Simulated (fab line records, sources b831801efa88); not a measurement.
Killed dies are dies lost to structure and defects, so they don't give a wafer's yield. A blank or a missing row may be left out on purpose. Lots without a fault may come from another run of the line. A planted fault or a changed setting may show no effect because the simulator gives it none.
fab line records | flow sky130
record lots=6 wafers=18 last_day=50
route steps=708 shown METAL3@536 CAPM@537
lots that met no fault: from a run of the same line without faults
start_h: hours from the record's first day to the start of the lot's first wafer shown | wait_h: hours since the lot's step before | " the same as in the row above | L1.1+2: a row that stands for several wafers | - no value, or no start given | * or withheld: withheld | < > ~ a bound
route shown NAME@n: a module of which the file shows steps, and the number in the route of the first | usual: mean/standard deviation of fault-free wafers | same: alike in all rows | chamber/n: place in a boat | sites: the reading at each site | _std_site: their standard deviation | _edge_site: outer sites' mean less inner sites' | radius_mm: how far each site lies from the wafer's centre | mask NAME#n: copy n | behind: the tool/chamber that last shaped the wafer | hold: why the lot was held/for how many hours/how that ended | device: the transistor (n, p or np) that didn't switch | end of line: the same wafers' tests at the end of the route | a step without rows: its recipe alone | killed: dies lost to structure and defects at the first sort, not the wafer's yield | map: a wafer's dies, x killed, . not, _ none there
set.NAME: the setting as run; set.NAME@STEP: as run at that earlier step | model.NAME: the simulator's own value behind a step, which no gauge read
lots at some steps of the route; a table a step, a row a wafer
services: from which hour (start_h, from the record's first day; less than 0 if before it) a tool's chamber was out of use, for how many hours, and why
## steps
# step SKY_METAL3_SPUTTER_04
# recipe material=TiN target_thk_nm=70 power_w=6500 time_s=58.3 chamber_pressure_pa=0.4
# usual chamber_pressure_pa=0.4000/0.00073 throttle_valve_pct=31.0/1.1
# columns lot.wafer tool chamber start_h wait_h chamber_pressure_pa throttle_valve_pct
L407.3 pvd_sputter-03 - 909.62 0.0 0.4010 32.1
L407.5 " - " " 0.4000 30.1
L407.6 " - " " 0.3999 30.0
L408.1 pvd_sputter-03 - 916.41 0.0 0.3989 30.0
L408.3 " - " " 0.4018 32.1
L408.4 " - " " 0.4001 31.9
L417.1 pvd_sputter-04 - 979.92 0.0 0.4007 29.7
L417.4 " - " " 0.3997 31.9
L417.5 " - " " 0.4018 29.5
L421.1 pvd_sputter-01 - 998.75 0.0 0.3997 32.0
L421.2 " - " " 0.4001 31.3
L421.5 " - " " 0.4003 31.9
L422.4 pvd_sputter-03 - 1014.27 0.0 0.3999 31.9
L422.5 " - " " 0.4000 29.8
L422.6 " - " " 0.3997 31.9
L423.1 pvd_sputter-03 - 1016.07 0.0 0.3995 30.2
L423.3 " - " " 0.3998 30.0
L423.6 " - " " 0.4002 30.6
# step SKY_CAPM_CVD_00
# recipe material=SiO2 target_thk_nm=15.5 temp_c=400 time_s=withheld rf_w=450
# usual heater_power_w=685/85 susceptor_temp_C=399.99/0.22
# columns lot.wafer tool chamber start_h wait_h heater_power_w susceptor_temp_C
L407.3 pecvd-04 0 909.66 0.0 628 400.07
L407.5 " 1 " " 646 400.35
L407.6 " 0 " " 657 400.10
L408.1 pecvd-03 2 916.45 0.0 652 399.72
L408.3 " 1 " " 733 400.14
L408.4 " 2 " " 664 400.19
L417.1 pecvd-03 1 979.97 0.0 770 399.87
L417.4 " 0 " " 646 399.93
L417.5 " 2 " " 595 400.01
L421.1 pecvd-01 0 998.80 0.0 692 400.09
L421.2 " 2 " " 670 400.02
L421.5 " 2 " " 680 400.06
L422.4 pecvd-01 0 1014.33 0.0 615 400.23
L422.5 " 2 " " 745 399.59
L422.6 " 0 " " 605 400.27
L423.1 pecvd-01 2 1016.12 0.0 709 399.82
L423.3 " 0 " " 713 400.05
L423.6 " 0 " " 725 399.99
# step SKY_CAPM_THK_MEAS_01
# recipe reads=SiO2_of_CAPM_CVD_00
# usual CAPM_CVD_00_THK=15.48/0.23
# columns lot.wafer tool chamber start_h wait_h CAPM_CVD_00_THK[nm]
L407.3 film_metro-02 - 909.71 - 15.04
L407.5 " - " " 15.53
L407.6 " - " " 15.25
L408.1 film_metro-04 - 916.49 - 15.49
L408.3 " - " " 15.57
L408.4 " - " " 15.68
L417.1 film_metro-04 - 979.99 - 15.26
L417.4 " - " " 15.43
L417.5 " - " " 15.59
L421.1 film_metro-03 - 998.83 - 15.98
L421.2 " - " " 15.84
L421.5 " - " " 15.96
L422.4 film_metro-03 - 1014.38 - 15.40
L422.5 " - " " 15.53
L422.6 " - " " 15.60
L423.1 film_metro-04 - 1016.15 - 15.54
L423.3 " - " " 15.77
L423.6 " - " " 15.58
# step SKY_CAPM_SPUTTER_02
# recipe material=TiN target_thk_nm=200 temp_c=300 power_w=6500 time_s=166.7 chamber_pressure_pa=0.4
# usual chamber_pressure_pa=0.4000/0.00084 susceptor_temp_C=299.99/0.18 throttle_valve_pct=30.4/1
# columns lot.wafer tool chamber start_h wait_h chamber_pressure_pa susceptor_temp_C throttle_valve_pct
L407.3 pvd_sputter-04 - 909.75 0.0 0.4005 299.67 30.7
L407.5 " - " " 0.4000 299.93 29.4
L407.6 " - " " 0.3986 300.01 31.8
L408.1 pvd_sputter-01 - 916.55 0.1 0.4002 299.91 29.1
L408.3 " - " " 0.4001 300.00 32.0
L408.4 " - " " 0.3995 300.15 31.4
L417.1 pvd_sputter-02 - 980.05 0.1 0.4005 299.81 29.8
L417.4 " - " " 0.4005 299.91 29.2
L417.5 " - " " 0.4002 299.84 29.7
L421.1 pvd_sputter-04 - 998.89 0.1 0.4018 300.13 29.5
L421.2 " - " " 0.4001 300.04 30.9
L421.5 " - " " 0.4005 300.06 32.5
L422.4 pvd_sputter-02 - 1014.41 0.0 0.4006 299.79 30.5
L422.5 " - " " 0.3997 300.05 29.3
L422.6 " - " " 0.4006 299.84 29.7
L423.1 pvd_sputter-02 - 1016.21 0.1 0.4005 300.09 29.4
L423.3 " - " " 0.4003 299.86 30.6
L423.6 " - " " 0.3978 299.97 31.3
# step SKY_CAPM_RS_MEAS_03
# recipe thk_meas_gauge=four-point-probe reads=TiN_of_CAPM_SPUTTER_02
# usual CAPM_TIN_RS=6.90/0.069
# columns lot.wafer tool chamber start_h wait_h CAPM_TIN_RS[ohm/sq]
L407.3 film_metro-04 - 909.90 0.1 6.79
L407.5 " - " " 6.85
L407.6 " - " " 6.86
L408.1 film_metro-02 - 916.66 0.1 6.98
L408.3 " - " " 6.81
L408.4 " - " " 6.85
L417.1 film_metro-02 - 980.16 0.1 7.01
L417.4 " - " " 7.01
L417.5 " - " " 7.01
L421.1 film_metro-04 - 998.99 0.1 6.91
L421.2 " - " " 6.95
L421.5 " - " " 6.92
L422.4 film_metro-04 - 1014.58 0.1 6.88
L422.5 " - " " 6.90
L422.6 " - " " 6.92
L423.1 film_metro-03 - 1016.32 0.1 6.99
L423.3 " - " " 6.93
L423.6 " - " " 6.86
# step SKY_CAPM_THK_MEAS_04
# recipe thk_meas_gauge=xrf reads=TiN_of_CAPM_SPUTTER_02
# usual CAPM_TIN_THK=199.1/2.2
# columns lot.wafer tool chamber start_h wait_h CAPM_TIN_THK[nm]
L407.3 film_metro-04 - 910.00 0.1 201.3
L407.5 " - " " 200.8
L407.6 " - " " 199.2
L408.1 film_metro-02 - 916.78 0.1 196.9
L408.3 " - " " 202.2
L408.4 " - " " 200.2
L417.1 film_metro-02 - 980.28 0.1 195.9
L417.4 " - " " 195.8
L417.5 " - " " 196.4
L421.1 film_metro-04 - 999.11 0.1 197.9
L421.2 " - " " 197.7
L421.5 " - " " 197.3
L422.4 film_metro-04 - 1014.67 0.1 199.2
L422.5 " - " " 198.9
L422.6 " - " " 196.7
L423.1 film_metro-03 - 1016.44 0.1 196.2
L423.3 " - " " 199.3
L423.6 " - " " 201.8
# step SKY_CAPM_DEHYDRATE_05
# recipe temp_c=200 time_s=60
# step SKY_CAPM_HMDS_06
# recipe prime_time_s=60 prime_temp_c=120
# step SKY_CAPM_COAT_07
# recipe resist=NOVOLAK spin_rpm=3000 resist_thk_nm=1140
# step SKY_CAPM_SOFTBAKE_08
# recipe temp_c=90 time_s=60 resist=NOVOLAK
# step SKY_CAPM_EXPOSE_09
# recipe mask_id=CAPM na=0.6 source_shape=conventional sigma_outer=0.6 polarization=unpolarized target_cd_nm=1000 dose_mj=159
# step SKY_CAPM_PEB_10
# recipe temp_c=withheld time_s=* resist=NOVOLAK
# step SKY_CAPM_DEVELOP_11
# recipe resist=NOVOLAK developer=TMAH develop_time_s=60 dev_temp_c=23
# usual chill_plate_temp_C=22.98/0.1 develop_time_s=60/0
# columns lot.wafer tool chamber start_h wait_h chill_plate_temp_C develop_time_s
L407.3 litho_track-02 - 934.67 0.1 - -
L407.5 " - " " - -
L407.6 " - " " - -
L408.1 litho_track-03 - 940.32 0.1 - -
L408.3 " - " " - -
L408.4 " - " " - -
L417.1 litho_track-02 0 1003.78 0.1 22.98 60
L417.4 " 0 " " 22.91 60
L417.5 " 0 " " 22.88 60
L421.1 litho_track-03 0 1021.47 0.1 23.00 60
L421.2 " 0 " " 22.89 60
L421.5 " 0 " " 22.92 60
L422.4 litho_track-02 0 1036.95 0.1 23.13 60
L422.5 " 0 " " 23.01 60
L422.6 " 0 " " 23.20 60
L423.1 litho_track-01 0 1038.79 0.1 23.20 60
L423.3 " 0 " " 23.07 60
L423.6 " 0 " " 23.06 60
# step SKY_CAPM_OVL_MEAS_12
# usual CAPM_OVL=-0.2/1.6
# columns lot.wafer tool chamber start_h wait_h CAPM_OVL[nm]
L407.3 overlay-02 - 934.79 0.1 -
L407.5 " - " " -
L407.6 " - " " -
L408.1 overlay-01 - 940.47 0.1 -
L408.3 " - " " -
L408.4 " - " " -
L417.1 overlay-01 - 1003.93 0.1 0.8
L417.4 " - " " -0.3
L417.5 " - " " 0.7
L421.1 overlay-02 - 1021.62 0.1 -2.0
L421.2 " - " " -3.7
L421.5 " - " " -1.9
L422.4 overlay-01 - 1037.04 0.1 -0.7
L422.5 " - " " -1.8
L422.6 " - " " 0.1
L423.1 overlay-01 - 1038.94 0.1 0.6
L423.3 " - " " 0.8
L423.6 " - " " 0.4
## services
# columns tool chamber start_h hours kind
pecvd-04 2 887.67 10.2 repair
pvd_sputter-04 - 888.33 7.5 repair
pvd_sputter-02 - 893.60 1.5 repair
pecvd-04 0 894.58 9.4 repair
pecvd-03 0 911.98 8.7 repair
pecvd-04 1 927.01 2.5 repair
pecvd-04 1 971.92 16.5 scheduled_down
pecvd-03 - 984.72 0.5 repair
pecvd-01 - 985.98 0.5 repair
pecvd-04 0 988.42 5.5 scheduled_down
pecvd-01 1 999.38 - clean
pecvd-01 1 999.38 - consumable_replace:showerhead
pecvd-01 1 999.38 29.0 scheduled_down
pecvd-01 1 999.38 29.0 vent_cycle
pecvd-04 2 1008.75 2.1 scheduled_down
pecvd-03 1 1025.07 9.2 repair
pecvd-01 2 1034.84 5.5 scheduled_down
pecvd-03 - 1038.91 0.5 repair
## key
first_sign step=SKY_CAPM_DEVELOP_11 reading=tool_record direction=missing
effect none on later readings
met_at SKY_CAPM_DEVELOP_11
struck_wafers L407.3,L407.5,L407.6,L408.1,L408.3,L408.4
later_rows_left_out L407.3,L407.5,L407.6,L408.1,L408.3,L408.4
sort_left_out L407.3,L407.5,L407.6,L408.1,L408.3,L408.4
fault kind=skipped_step_whole tool=litho_track-02,litho_track-03 chamber=- onset_h=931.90 steps=SKY_CAPM_DEVELOP_11 scope=struck_lots_only
# sort_left_out: the simulated sort isn't trusted on such a fault, so these wafers' sort isn't shown, and their yield isn't known
# later_rows_left_out: the simulator's readings of these wafers behind a module that went badly wrong aren't trusted and aren't shown, but for the sort
